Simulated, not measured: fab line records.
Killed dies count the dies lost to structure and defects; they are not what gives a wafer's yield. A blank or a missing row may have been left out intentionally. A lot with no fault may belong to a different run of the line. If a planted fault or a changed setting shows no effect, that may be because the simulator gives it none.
A struck lot beside a sound one -- flow gf180mcu -- 14 steps out of a route of 602
Sound: these wafers, L838.2, L838.3, L838.6. Struck: wafers L850.1, L850.3. (L850.2 of the same lot was not struck and is left out.) The cause comes at the end.
Per side, at each step with rows, come the tool, then ch with its chambers, and then its first start. Under that, the readings that differ: sound wafers -- struck wafers -- difference of the means -- sigmas: that difference in standard deviations of wafers without a fault.
alike: same words and numbers on both sides, and readings whose means sit less than 2 such deviations apart. not compared: any withheld reading, any reading some wafer has no value for, any bound like >300 that may hide the same value, and any number with overlapping values for which the record gives no deviation.
Wherever a step has rows on one side only, a row that says differs or no value, or a row with sigmas, the two part there. Numbers that don't overlap but have no deviation are shown without sigmas and don't part them. Lack of a reading on every wafer of one side parts them only where that side has two or more wafers.

first, 3 steps without rows for these wafers: GF_V5_EXPOSE_11 (exposes mask Via5, target cd 260 nm); GF_V5_PEB_12 (peb time 90 s); GF_V5_DEVELOP_13 (develop time 60 s).
GF_V5_CD_MEAS_14: target cd 260 nm.
  sound on cdSem-01 at day 28 13:30; struck on cdSem-02 at day 32 05:31
  alike: cdNm
GF_V5_OVL_MEAS_15:
  sound on overlay-01 at day 28 13:37; struck on overlay-01 at day 32 05:38
  alike: V5_OVL
GF_V5_ETCH_16: etches BARC in N2/H2.
  sound on rieDiel-04 ch 0,1,3, day 28 13:38; struck on rieDiel-03 ch 0,1, day 32 05:40
  alike: drypumpMotorCurrentA, n2FlowSccm, oesProductAu, throttleValvePct
GF_V5_ETCH_17: etches SiO2 in C4F8/O2/Ar, stops on TiN, target depth 855 nm.
  sound on rieDiel-04 ch 0,1,3; struck on rieDiel-03 ch 0,1
  alike: oesProductAu
GF_V5_STRIP_18: strips in O2/N2.
  sound on plasmaAsher-01 ch 0,1, day 28 13:47; struck on plasmaAsher-03 ch 0,1, day 32 05:50
  alike: drypumpMotorCurrentA, heaterPowerW, n2FlowSccm, oesProductAu, platenTempC
  not compared: rfHoursCounterH
then, 2 steps without rows for these wafers: GF_V5_STRIP_19 (strips in post etch residue remover, time 1200 s); GF_V5_CLEAN_20 (cleans in DIW).
GF_V5_SPUTTER_21: material Ti, target thk 15 nm, time 80.02 s.
  sound on pvdSputter-02 at day 28 14:19; struck on pvdSputter-04 at day 32 06:22
  alike: throttleValvePct
GF_V5_SPUTTER_22: material TiN, target thk 10 nm, time 40 s.
  sound on pvdSputter-02 at day 28 14:23; struck on pvdSputter-04 at day 32 06:26
  alike: throttleValvePct
GF_V5_CVD_23: deposits W, target thk 350 nm, time 104.9 s.
  sound on cvdW-02 ch 0, day 28 14:25; struck on cvdW-01 ch 0, day 32 06:28
reading,sound,struck,difference,sigmas
chamberPressureTorr (Torr),39.91 40.01 40.04,42.05 41.91,+1.99,+25
model.W_of_V5_CVD_23.thkNm (nm),350.3 351.5 349.9,366.1 366.3,+15.6,
  alike: heaterPowerW, susceptorTempC
GF_V5_RS_MEAS_24: the measuring method here is four-point-probe.
  sound on filmMetro-01 at day 28 14:33; struck on filmMetro-03 at day 32 06:35
reading,sound,struck,difference,sigmas
V5_W_RS (ohm/sq),0.326 0.325 0.328,0.312 0.312,-0.014,-4

== WHERE THEY PART ==
At GF_V5_CVD_23 first; at GF_V5_RS_MEAS_24 last (within this record only).

WHY: the cause the simulator had injected
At GF_V5_CVD_23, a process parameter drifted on cvdW-01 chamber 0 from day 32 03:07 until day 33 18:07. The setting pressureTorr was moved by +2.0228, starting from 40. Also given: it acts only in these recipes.
